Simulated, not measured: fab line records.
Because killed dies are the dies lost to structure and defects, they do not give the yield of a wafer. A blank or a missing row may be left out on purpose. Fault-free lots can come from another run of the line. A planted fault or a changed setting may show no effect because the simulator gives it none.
What tool caused it? -- flow sky130 -- 15 lots with 45 wafers sampled at 3 steps, on a route of 708 steps

WHAT THE GAUGES SHOWED, per wafer
SKY_METAL2_OVL_MEAS_16. Usual: for METAL2_OVL the level is 0 nm and the standard deviation is 5.5.
lot,measured,on,METAL2_OVL (nm),flag
L426,day 35 02:16,overlay-02,-3 0 -1,
L427,day 35 16:07,overlay-01,-6 -3 -10,
L428,day 35 21:39,overlay-02,- - -,OFF
L429,day 36 06:49,overlay-01,- - -,OFF
L430,day 36 15:08,overlay-02,- - -,OFF
L438,day 39 03:40,overlay-01,1 -1 1,
L439,day 39 07:47,overlay-02,-5 1 0,
L440,day 39 11:46,overlay-01,-1 7 -10,
L441,day 39 14:52,overlay-01,9 1 2,
L442,day 40 07:58,overlay-01,5 1 3,
L443,day 40 08:46,overlay-01,-1 -4 1,
L444,day 40 17:59,overlay-02,0 6 4,
L447,day 41 15:41,overlay-01,-2 -4 3,
L448,day 42 04:17,overlay-01,-9 -4 -6,
L449,day 42 08:22,overlay-01,-3 -5 -7,

WHICH TOOL RAN EACH LOT (tool, then ch and the chambers of the sampled wafers, then the start)
lot,SKY_METAL2_SPUTTER_01,SKY_METAL2_PEB_13
L426,"pvd sputter-03, day 33 23:39","litho track-01 ch 0, day 35 01:00"
L427,"pvd sputter-04, day 34 11:21","litho track-01 ch 0, day 35 15:00"
L428,"pvd sputter-03, day 34 19:25","litho track-04, day 35 21:00"
L429,"pvd sputter-04, day 35 04:19","litho track-02, day 36 06:00"
L430,"pvd sputter-03, day 35 12:14","litho track-04, day 36 14:00"
L438,"pvd sputter-03, day 38 02:01","litho track-02 ch 0, day 39 03:00"
L439,"pvd sputter-03, day 38 06:43","litho track-04 ch 0, day 39 07:00"
L440,"pvd sputter-03, day 38 11:01","litho track-02 ch 0, day 39 11:00"
L441,"pvd sputter-03, day 38 13:33","litho track-01 ch 0, day 39 14:00"
L442,"pvd sputter-03, day 39 07:40","litho track-02 ch 0, day 40 07:00"
L443,"pvd sputter-03, day 39 08:12","litho track-01 ch 0, day 40 08:00"
L444,"pvd sputter-04, day 39 17:37","litho track-04 ch 0, day 40 17:00"
L447,"pvd sputter-03, day 40 15:26","litho track-04 ch 0, day 41 15:00"
L448,"pvd sputter-01, day 41 04:40","litho track-04 ch 0, day 42 03:00"
L449,"pvd sputter-03, day 41 08:29","litho track-01 ch 0, day 42 07:00"
- SKY_METAL2_SPUTTER_01: material TiN, target thk 20 nm, time 16.7 s.
- SKY_METAL2_PEB_13

WHAT THE TOOLS THEMSELVES READ (means of the sampled wafers that have a number; where no wafer has one, the mark that the record gives instead)
SKY_METAL2_SPUTTER_01. Usual: throttle valve pct at 30.3 %, with a standard deviation of 1.3.
lot,tool,throttle valve pct (%),flag
L426,pvd sputter-03,31.4,
L427,pvd sputter-04,28.6,
L428,pvd sputter-03,30.1,
L429,pvd sputter-04,28.5,
L430,pvd sputter-03,29.8,
L438,pvd sputter-03,30.4,
L439,pvd sputter-03,29.6,
L440,pvd sputter-03,30.2,
L441,pvd sputter-03,30.1,
L442,pvd sputter-03,31.6,
L443,pvd sputter-03,30.4,
L444,pvd sputter-04,29.5,
L447,pvd sputter-03,30.7,
L448,pvd sputter-01,29.5,
L449,pvd sputter-03,31.9,

SKY_METAL2_PEB_13. Usual: exhaust pa at 45.1 Pa, with a standard deviation of 0.89.
lot,tool,exhaust pa (Pa),flag
L426,litho track-01,44.6,
L427,litho track-01,45.2,
L428,litho track-04,-,OFF
L429,litho track-02,-,OFF
L430,litho track-04,-,OFF
L438,litho track-02,45.3,
L439,litho track-04,46.5,
L440,litho track-02,45.1,
L441,litho track-01,44.5,
L442,litho track-02,46.3,
L443,litho track-01,44.7,
L444,litho track-04,44.2,
L447,litho track-04,45.3,
L448,litho track-04,44.7,
L449,litho track-01,45.7,

THE ANSWER, worked out from the rows above alone
Rule: lot off if the mean of its wafers having a number is beyond 3 standard deviations from the usual mean. A lot without any number at a reading at which 4 lots or more have one is off too. Any other lot the step has rows for is counted as sound. Order of review: gauges by route order, followed by the tools' own readings, for which a lot's mean as printed above is used. At the first step where some lot is off, the reading lying furthest off is the one used; lots without a number count as furthest.
Off: L428, L429, L430, at SKY_METAL2_OVL_MEAS_16 (METAL2_OVL). Without a number there: L428, L429, L430.
If a tool, at a process step before that reading, ran all the lots that are off and no sound lot after the first of them, it fits. Not tried: the gauges at SKY_METAL2_OVL_MEAS_16; whatever is off there is also off at SKY_METAL2_PEB_13, on other tools, and gauge error can't account for it. None of those tried fits.

WHAT THE SIMULATOR PUT IN
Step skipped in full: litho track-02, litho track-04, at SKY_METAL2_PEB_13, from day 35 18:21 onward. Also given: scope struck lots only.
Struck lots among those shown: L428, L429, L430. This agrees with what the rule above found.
